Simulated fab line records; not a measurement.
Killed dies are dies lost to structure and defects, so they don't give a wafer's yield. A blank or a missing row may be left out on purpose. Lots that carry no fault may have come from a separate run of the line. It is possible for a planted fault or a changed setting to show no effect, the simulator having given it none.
Matching of chambers || flow gf180mcu || rieSi-01 running GF_POLY_GATE_ETCH_13: 4 sister chambers
The step etches poly-Si in HBr/Cl2, stops on SiO2, target depth 198.5 nm, time 69.6 s. 16 wafers are shown with their chamber, then 7 later ones without.

WAFERS WITH THEIR CHAMBER
{"wafer": "L859.2", "chamber": 0, "drypumpMotorCurrentA (A)": 6.2, "oesProductAu (a.u.)": 0.991, "mfcCl2Sccm (sccm)": 50.01}
{"wafer": "L859.5", "chamber": 3, "drypumpMotorCurrentA (A)": 5.1, "oesProductAu (a.u.)": 0.991, "mfcCl2Sccm (sccm)": 50.04}
{"wafer": "L859.6", "chamber": 2, "drypumpMotorCurrentA (A)": 6.3, "oesProductAu (a.u.)": 0.985, "mfcCl2Sccm (sccm)": 50.04}
{"wafer": "L863.1", "chamber": 0, "drypumpMotorCurrentA (A)": 6.2, "oesProductAu (a.u.)": 0.988, "mfcCl2Sccm (sccm)": 50.12}
{"wafer": "L863.2", "chamber": 1, "drypumpMotorCurrentA (A)": 6.0, "oesProductAu (a.u.)": 0.981, "mfcCl2Sccm (sccm)": 49.89}
{"wafer": "L863.5", "chamber": 2, "drypumpMotorCurrentA (A)": 6.3, "oesProductAu (a.u.)": 0.978, "mfcCl2Sccm (sccm)": 49.72}
{"wafer": "L867.3", "chamber": 3, "drypumpMotorCurrentA (A)": 5.2, "oesProductAu (a.u.)": 0.996, "mfcCl2Sccm (sccm)": 49.93}
{"wafer": "L867.4", "chamber": 1, "drypumpMotorCurrentA (A)": 6.0, "oesProductAu (a.u.)": 0.982, "mfcCl2Sccm (sccm)": 49.77}
{"wafer": "L867.6", "chamber": 3, "drypumpMotorCurrentA (A)": 5.1, "oesProductAu (a.u.)": 0.988, "mfcCl2Sccm (sccm)": 49.89}
{"wafer": "L868.1", "chamber": 1, "drypumpMotorCurrentA (A)": 6.0, "oesProductAu (a.u.)": 0.987, "mfcCl2Sccm (sccm)": 50.11}
{"wafer": "L868.3", "chamber": 2, "drypumpMotorCurrentA (A)": 6.3, "oesProductAu (a.u.)": 0.996, "mfcCl2Sccm (sccm)": 49.99}
{"wafer": "L868.5", "chamber": 1, "drypumpMotorCurrentA (A)": 6.0, "oesProductAu (a.u.)": 1.000, "mfcCl2Sccm (sccm)": 50.05}
{"wafer": "L869.1", "chamber": 2, "drypumpMotorCurrentA (A)": 6.3, "oesProductAu (a.u.)": 0.993, "mfcCl2Sccm (sccm)": 49.97}
{"wafer": "L869.3", "chamber": 3, "drypumpMotorCurrentA (A)": 5.1, "oesProductAu (a.u.)": 1.003, "mfcCl2Sccm (sccm)": 49.70}
{"wafer": "L869.4", "chamber": 0, "drypumpMotorCurrentA (A)": 6.2, "oesProductAu (a.u.)": 0.988, "mfcCl2Sccm (sccm)": 49.91}
{"wafer": "L870.1", "chamber": 2, "drypumpMotorCurrentA (A)": 6.3, "oesProductAu (a.u.)": 0.990, "mfcCl2Sccm (sccm)": 50.04}

SIGNATURES (means of the wafers above)
{"reading": "drypumpMotorCurrentA", "chamber 0": 6.200, "chamber 1": 6.000, "chamber 2": 6.300, "chamber 3": 5.125, "scatter within a chamber": 0.025}
{"reading": "oesProductAu", "chamber 0": 0.98900, "chamber 1": 0.98750, "chamber 2": 0.98840, "chamber 3": 0.99450, "scatter within a chamber": 0.00686}
{"reading": "mfcCl2Sccm", "chamber 0": 50.0133, "chamber 1": 49.9550, "chamber 2": 49.9520, "chamber 3": 49.8900, "scatter within a chamber": 0.137}
Rule: for each reading, subtract the chamber's mean from the wafer's reading, divide by that reading's scatter and square the result; add these up over the readings and take the root, which gives the wafer's distance from the chamber. The wafer belongs to the nearest chamber; if the next one is less than 2 further off, it can't be placed. The scatter: the root of (the sum of the squares of (reading less its chamber's mean) over the shown wafers, divided by (wafers less chambers)).

WAFERS WITHOUT THEIR CHAMBER
{"wafer": "L870.5", "drypumpMotorCurrentA (A)": 5.1, "oesProductAu (a.u.)": 0.997, "mfcCl2Sccm (sccm)": 50.22}
{"wafer": "L880.1", "drypumpMotorCurrentA (A)": 6.0, "oesProductAu (a.u.)": 0.984, "mfcCl2Sccm (sccm)": 49.95}
{"wafer": "L880.2", "drypumpMotorCurrentA (A)": 6.3, "oesProductAu (a.u.)": 0.981, "mfcCl2Sccm (sccm)": 49.86}
{"wafer": "L880.6", "drypumpMotorCurrentA (A)": 6.0, "oesProductAu (a.u.)": 0.990, "mfcCl2Sccm (sccm)": 49.91}
{"wafer": "L881.1", "drypumpMotorCurrentA (A)": 6.0, "oesProductAu (a.u.)": 0.996, "mfcCl2Sccm (sccm)": 50.22}
{"wafer": "L881.5", "drypumpMotorCurrentA (A)": 6.0, "oesProductAu (a.u.)": 0.987, "mfcCl2Sccm (sccm)": 49.91}
{"wafer": "L881.6", "drypumpMotorCurrentA (A)": 6.3, "oesProductAu (a.u.)": 0.984, "mfcCl2Sccm (sccm)": 50.08}

WHICH CHAMBER EACH WENT THROUGH
{"wafer": "L870.5", "from the rows above": 3, "in truth": 3}
{"wafer": "L880.1", "from the rows above": 1, "in truth": 1}
{"wafer": "L880.2", "from the rows above": 2, "in truth": 2}
{"wafer": "L880.6", "from the rows above": 1, "in truth": 1}
{"wafer": "L881.1", "from the rows above": 1, "in truth": 1}
{"wafer": "L881.5", "from the rows above": 1, "in truth": 1}
{"wafer": "L881.6", "from the rows above": 2, "in truth": 2}
Placed correctly: 7 of 7. Can't be placed from these rows: 0. Number placed wrongly: 0.
